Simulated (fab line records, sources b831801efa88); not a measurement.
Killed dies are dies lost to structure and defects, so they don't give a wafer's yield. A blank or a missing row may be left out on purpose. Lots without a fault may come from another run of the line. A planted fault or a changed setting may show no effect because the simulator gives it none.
Which tool did it? | flow sky130 | 12 lots, 36 wafers sampled, at 5 steps of a route of 708

WHAT THE GAUGES READ, wafer by wafer
The record holds no reading of a measuring or inspecting step that can be judged against a usual standard deviation.

WHICH TOOL RAN EACH LOT (tool, then ch and the chambers of the sampled wafers, then the start)
lot  | SKY_METAL1_SPUTTER_00        | SKY_VIA1_ETCH_14                   | SKY_METAL2_SPUTTER_01        | SKY_METAL2_SOFTBAKE_11            | SKY_PAD_OPEN_PROBE_99
L857 | pvd_sputter-03, day 31 16:00 | rie_diel-02 ch 0,3, day 33 22:59   | pvd_sputter-02, day 34 00:19 | litho_track-01 ch 0, day 34 14:00 | prober-02, day 45 20:38
L859 | pvd_sputter-03, day 32 10:38 | rie_diel-01 ch 2,3, day 34 18:07   | pvd_sputter-04, day 34 19:28 | litho_track-03 ch 0, day 35 08:00 | prober-01, day 46 10:49
L860 | pvd_sputter-04, day 33 01:16 | rie_diel-03 ch 0,1,3, day 35 07:44 | pvd_sputter-03, day 35 09:07 | litho_track-01 ch 0, day 35 22:00 | prober-01, day 46 22:31
L861 | pvd_sputter-03, day 33 03:01 | rie_diel-01 ch 0,1, day 35 09:47   | pvd_sputter-04, day 35 11:10 | litho_track-04 ch 0, day 35 23:00 | prober-02, day 46 22:13
L863 | pvd_sputter-03, day 33 20:47 | rie_diel-01 ch 1,2,3, day 36 03:13 | pvd_sputter-03, day 36 04:37 | litho_track-01 ch 0, day 36 18:00 | prober-01, day 47 14:09
L864 | pvd_sputter-04, day 34 03:31 | rie_diel-02 ch 2,3, day 36 09:49   | pvd_sputter-03, day 36 11:10 | litho_track-03 ch 0, day 37 00:00 | prober-02, day 47 17:54
L866 | pvd_sputter-03, day 34 15:23 | rie_diel-02 ch 0,2,3, day 36 21:29 | pvd_sputter-03, day 36 22:50 | litho_track-04 ch 0, day 37 10:00 | prober-02, day 48 03:05
L868 | pvd_sputter-01, day 35 12:55 | rie_diel-03 ch 0,1,2, day 37 18:15 | pvd_sputter-03, day 37 19:37 | litho_track-03 ch 0, day 38 08:00 | prober-02, day 48 17:18
L873 | pvd_sputter-03, day 37 01:07 | rie_diel-01 ch 0,1,2, day 39 05:23 | pvd_sputter-02, day 39 08:11 | litho_track-03 ch 0, day 39 20:00 | prober-01, day 49 17:22
L876 | pvd_sputter-03, day 37 16:42 | rie_diel-02 ch 1,2,3, day 39 21:15 | pvd_sputter-04, day 39 22:37 | litho_track-04 ch 0, day 40 11:00 | prober-02, day 50 05:29
L877 | pvd_sputter-03, day 37 23:55 | rie_diel-03 ch 0,2,3, day 40 03:51 | pvd_sputter-02, day 40 05:15 | litho_track-04 ch 0, day 40 17:00 | prober-01, day 50 09:18
L880 | pvd_sputter-03, day 39 06:58 | rie_diel-01 ch 0,1,3, day 41 10:13 | pvd_sputter-03, day 41 11:36 | litho_track-04 ch 0, day 41 22:00 | prober-01, day 51 04:41
- SKY_METAL1_SPUTTER_00: material Ti, target thk 15 nm, time 10 s.
- SKY_VIA1_ETCH_14: etches BARC in N2/H2, stops on SiO2, time 45.9 s, target depth 60 nm.
- SKY_METAL2_SPUTTER_01: material TiN, target thk 20 nm, time 16.7 s.
- SKY_METAL2_SOFTBAKE_11: time 90 s.
- SKY_PAD_OPEN_PROBE_99

WHAT THE TOOLS THEMSELVES READ (means of the sampled wafers that have a number; where no wafer has one, the mark that the record gives instead)
SKY_METAL1_SPUTTER_00. Usual: throttle_valve_pct 30.1 %, standard deviation 1.2.
lot  | tool           | throttle_valve_pct (%) | flag
L857 | pvd_sputter-03 | 29.6                   |
L859 | pvd_sputter-03 | 29.9                   |
L860 | pvd_sputter-04 | 30.8                   |
L861 | pvd_sputter-03 | 31.1                   |
L863 | pvd_sputter-03 | 31.0                   |
L864 | pvd_sputter-04 | 30.7                   |
L866 | pvd_sputter-03 | 31.0                   |
L868 | pvd_sputter-01 | 29.0                   |
L873 | pvd_sputter-03 | 30.6                   |
L876 | pvd_sputter-03 | 31.1                   |
L877 | pvd_sputter-03 | 30.6                   |
L880 | pvd_sputter-03 | 31.3                   |

SKY_VIA1_ETCH_14. Usual: drypump_motor_current_A 5.6 A, standard deviation 0.39; oes_product_au 0.853 a.u., standard deviation 0.005; throttle_valve_pct 13.225 %, standard deviation 0.0093.
lot  | tool        | drypump_motor_current_A (A) | oes_product_au (a.u.) | throttle_valve_pct (%) | flag
L857 | rie_diel-02 | 5.9                         | 0.858                 | 13.229                 |
L859 | rie_diel-01 | 5.7                         | 0.849                 | 13.236                 |
L860 | rie_diel-03 | 5.5                         | 0.860                 | 13.218                 |
L861 | rie_diel-01 | 5.8                         | 0.852                 | 13.224                 |
L863 | rie_diel-01 | 5.4                         | 0.850                 | 13.227                 |
L864 | rie_diel-02 | 5.6                         | 0.852                 | 13.224                 |
L866 | rie_diel-02 | 5.8                         | 0.851                 | 13.228                 |
L868 | rie_diel-03 | 5.6                         | 0.850                 | 13.220                 |
L873 | rie_diel-01 | 5.5                         | 0.850                 | 13.232                 |
L876 | rie_diel-02 | 5.6                         | 0.853                 | 13.226                 |
L877 | rie_diel-03 | 5.8                         | 0.850                 | 13.212                 |
L880 | rie_diel-01 | 5.7                         | 0.855                 | 13.229                 |

SKY_METAL2_SPUTTER_01. Usual: throttle_valve_pct 29.7 %, standard deviation 1.2.
lot  | tool           | throttle_valve_pct (%) | flag
L857 | pvd_sputter-02 | 28.8                   |
L859 | pvd_sputter-04 | 29.7                   |
L860 | pvd_sputter-03 | 29.7                   |
L861 | pvd_sputter-04 | 29.9                   |
L863 | pvd_sputter-03 | 30.3                   |
L864 | pvd_sputter-03 | 29.8                   |
L866 | pvd_sputter-03 | 30.9                   |
L868 | pvd_sputter-03 | 31.1                   |
L873 | pvd_sputter-02 | 28.8                   |
L876 | pvd_sputter-04 | 30.6                   |
L877 | pvd_sputter-02 | 29.4                   |
L880 | pvd_sputter-03 | 30.1                   |

SKY_METAL2_SOFTBAKE_11. Usual: heater_power_total_W 57.36 W, standard deviation 0.11; run_length_s 119.14 s, standard deviation 0.19.
lot  | tool           | heater_power_total_W (W) | run_length_s (s) | flag
L857 | litho_track-01 | 57.29                    | 119.32           |
L859 | litho_track-03 | 57.32                    | 118.95           |
L860 | litho_track-01 | 57.34                    | 119.28           |
L861 | litho_track-04 | 57.45                    | 119.25           |
L863 | litho_track-01 | 57.26                    | 119.44           |
L864 | litho_track-03 | 57.37                    | 118.98           |
L866 | litho_track-04 | 57.37                    | 119.09           |
L868 | litho_track-03 | 57.28                    | 118.89           |
L873 | litho_track-03 | 60.61                    | 105.79           | OFF
L876 | litho_track-04 | 57.37                    | 119.18           |
L877 | litho_track-04 | 57.46                    | 119.24           |
L880 | litho_track-04 | 57.50                    | 119.15           |

SKY_PAD_OPEN_PROBE_99. Usual: defect_limited_yield 82.7 %, standard deviation 1.9; killed_at_M0_to_M3 43, standard deviation 7.3; killed_at_M4_up 3.1, standard deviation 1.7; killed_at_contacts 25, standard deviation 5.3; killed_at_front_end 14, standard deviation 4.1; killed_at_other 0.3, standard deviation 0.56; killed_dies 85, standard deviation 9.4; killed_open 46, standard deviation 7.4; killed_short 38, standard deviation 5.8; sort_bin_3_pad_short 0.8 %, standard deviation 0.4; sort_bin_5_function 10.2 %, standard deviation 1.5; sort_bin_6_memory 6.2 %, standard deviation 1.2; sort_n_pass 407, standard deviation 9.4; sort_yield_pct 82.7 %, standard deviation 1.9.
lot  | tool      | defect_limited_yield (%) | killed_at_M0_to_M3 | killed_at_M4_up | killed_at_contacts | killed_at_front_end | killed_at_other | killed_dies | killed_open | killed_short | sort_bin_3_pad_short (%) | sort_bin_5_function (%) | sort_bin_6_memory (%) | sort_n_pass | sort_yield_pct (%) | flag
L857 | prober-02 | 83.4                     | 38                 | 3.7             | 24                 | 15                  | 1.3             | 82          | 48          | 32           | 0.4                      | 8.9                     | 7.3                   | 410         | 83.4               |
L859 | prober-01 | 83.9                     | 42                 | 3.7             | 24                 | 10                  | 0.0             | 79          | 44          | 35           | 0.7                      | 9.3                     | 6.0                   | 413         | 83.9               |
L860 | prober-01 | 80.2                     | 55                 | 3.3             | 21                 | 17                  | 0.3             | 97          | 54          | 43           | 1.1                      | 11.5                    | 7.2                   | 395         | 80.2               |
L861 | prober-02 | 81.8                     | 38                 | 2.0             | 32                 | 16                  | 1.3             | 89          | 47          | 41           | 1.3                      | 11.1                    | 5.8                   | 403         | 81.8               |
L863 | prober-01 | 83.6                     | 44                 | 1.3             | 24                 | 11                  | 0.7             | 80          | 46          | 34           | 0.9                      | 9.8                     | 5.7                   | 412         | 83.6               |
L864 | prober-02 | 82.7                     | 46                 | 2.0             | 22                 | 14                  | 1.0             | 85          | 41          | 41           | 1.1                      | 10.3                    | 5.9                   | 407         | 82.7               |
L866 | prober-02 | 81.6                     | 47                 | 1.7             | 25                 | 16                  | 1.0             | 91          | 49          | 41           | 0.9                      | 10.5                    | 7.0                   | 401         | 81.6               |
L868 | prober-02 | 84.8                     | 39                 | 4.0             | 19                 | 13                  | 0.0             | 75          | 34          | 40           | 1.1                      | 8.8                     | 5.2                   | 417         | 84.8               |
L873 | prober-01 | 83.5                     | 42                 | 2.3             | 23                 | 13                  | 0.0             | 81          | 46          | 35           | 0.7                      | 9.8                     | 6.0                   | 411         | 83.5               |
L876 | prober-02 | 82.0                     | 41                 | 3.3             | 27                 | 17                  | 0.0             | 88          | 51          | 37           | 0.9                      | 10.9                    | 6.2                   | 404         | 82.0               |
L877 | prober-01 | 82.5                     | 36                 | 3.3             | 28                 | 18                  | 0.3             | 86          | 45          | 41           | 1.0                      | 9.9                     | 6.6                   | 406         | 82.5               |
L880 | prober-01 | 82.5                     | 49                 | 2.3             | 22                 | 12                  | 0.0             | 86          | 44          | 42           | 0.7                      | 10.9                    | 5.8                   | 406         | 82.5               |

THE ANSWER, worked out from the rows above alone
Rule: a lot is off if the mean of its wafers that have a number lies more than 3 standard deviations from the usual mean. A lot without any number at a reading at which 4 lots or more have one is off too. The other lots that the step has rows for count as sound. The gauges are gone through in route order, then the tools' own readings, and for those a lot's mean is taken as printed above. The first step at which some lot is off is used, and at that step the reading that is off furthest; a lot without a number counts as furthest.
Off: L873, at SKY_METAL2_SOFTBAKE_11 (run_length_s).
A tool fits if, at that step or a process step before it, it ran every lot that is off, and no sound lot after the first of them. One fits: litho_track-03 at SKY_METAL2_SOFTBAKE_11. Its last sound lot is L868 (day 38 08:00), its first lot that is off L873 (day 39 20:00): a fault that began between those two fits.
The tool's own readings at SKY_METAL2_SOFTBAKE_11 bear it out: on the lots that are off they differ by more than 5 times the standard deviation of the sound lots' means. heater_power_total_W reads 60.61 W there against 57.36 W on the sound lots; run_length_s reads 105.79 s there against 119.16 s on the sound lots.

WHAT THE SIMULATOR HAD PUT IN
Process parameter drift: litho_track-03, from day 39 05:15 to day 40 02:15, at SKY_METAL2_SOFTBAKE_11. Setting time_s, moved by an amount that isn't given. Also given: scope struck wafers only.
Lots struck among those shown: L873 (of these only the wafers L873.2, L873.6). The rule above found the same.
